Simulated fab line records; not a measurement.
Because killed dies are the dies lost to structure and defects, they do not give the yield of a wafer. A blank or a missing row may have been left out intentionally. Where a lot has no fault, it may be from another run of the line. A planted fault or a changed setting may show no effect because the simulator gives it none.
A single fault, viewed from 2 desks :: flow gf180mcu :: what lay behind the numbers comes last; until then each desk has only its own

## FOR THE TOOL OWNER'S DESK: pvd_sputter-01
The tool's own readings at GF_M3_SPUTTER_02 (material AlCu, target thk 450 nm, time 23.9 s): means of the sampled wafers that have a number, for each lot that ran on this tool. Any lot whose mean is over 4 standard deviations away from the usual mean is out of limits and marked OUT; that distance is given in the brackets.
Columns: A = chamber_pressure_pa at GF_M3_SPUTTER_02, usual 0.4000 Pa; B = throttle_valve_pct at GF_M3_SPUTTER_02, usual 30.3 %
lot: L294
first seen here: day 21 12:01
A: 0.3992
B: 30.4

lot: L299
first seen here: day 23 09:26
A: 0.4008
B: 29.7

lot: L300
first seen here: day 23 21:44
A: 0.4008
B: 30.4

lot: L308
first seen here: day 26 07:05
A: 0.4007
B: 30.4

lot: L309
first seen here: day 26 15:06
A: 0.4001
B: 30.3

lot: L311
first seen here: day 27 08:06
A: 0.3991
B: 30.8

lot: L312
first seen here: day 27 12:08
A: 0.4004
B: 30.4

lot: L314
first seen here: day 28 01:50
A: 0.4001
B: 30.3
This desk's finding: nothing out of limits on any of the 8 lots.

## FROM THE METROLOGY DESK
What the gauges read, lot by lot, whatever tool the lot ran on: means of the sampled wafers that have a number. Any lot whose mean is over 4 standard deviations away from the usual mean is out of limits and marked OUT; that distance is given in the brackets.
Columns: A = V2_OVL at GF_V2_OVL_MEAS_15, usual 0 nm; B = M3_ALCU_RS at GF_M3_RS_MEAS_05, usual 0.0696 ohm/sq; C = M3_ALCU_THK at GF_M3_THK_MEAS_06, usual 461 nm
lot: L292
first seen here: day 20 15:40
A: -3
B: 0.0696
C: 463

lot: L294
first seen here: day 21 10:28
A: 8
B: 0.0712
C: 449

lot: L299
first seen here: day 23 07:54
A: -2
B: 0.0943 (+25) OUT
C: 345 (-16) OUT

lot: L300
first seen here: day 23 19:53
A: -5
B: 0.0947 (+26) OUT
C: 344 (-16) OUT

lot: L304
first seen here: day 25 02:48
A: -1
B: 0.0690
C: 468

lot: L308
first seen here: day 26 05:34
A: 1
B: 0.0698
C: 462

lot: L309
first seen here: day 26 13:34
A: -1
B: 0.0682
C: 465

lot: L311
first seen here: day 27 06:34
A: 6
B: 0.0690
C: 467

lot: L312
first seen here: day 27 10:37
A: 3
B: 0.0693
C: 460

lot: L314
first seen here: day 28 00:20
A: 1
B: 0.0695
C: 464
This desk's result: L299, L300 out of limits, first on L299 (M3_ALCU_RS at GF_M3_RS_MEAS_05), day 23 09:31. L292, L294, L304, L308, L309, L311, L312, L314: within limits.

## PUT TOGETHER
The metrology desk could have raised an alarm at day 23 09:31, on L299, L300.
The tool owner's desk saw nothing out of limits.
Tool owner's desk: L299, L300 on record, inside its limits.
Of the lots named, all ran GF_M3_SPUTTER_02 on pvd_sputter-01.

## WHAT THE SIMULATOR HAD INSERTED
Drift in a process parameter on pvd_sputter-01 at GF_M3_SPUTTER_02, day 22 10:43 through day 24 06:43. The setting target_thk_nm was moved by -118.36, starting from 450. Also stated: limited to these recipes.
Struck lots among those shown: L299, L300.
Delay in hours, fault start to first out-of-limits reading, per desk: metrology desk 23.
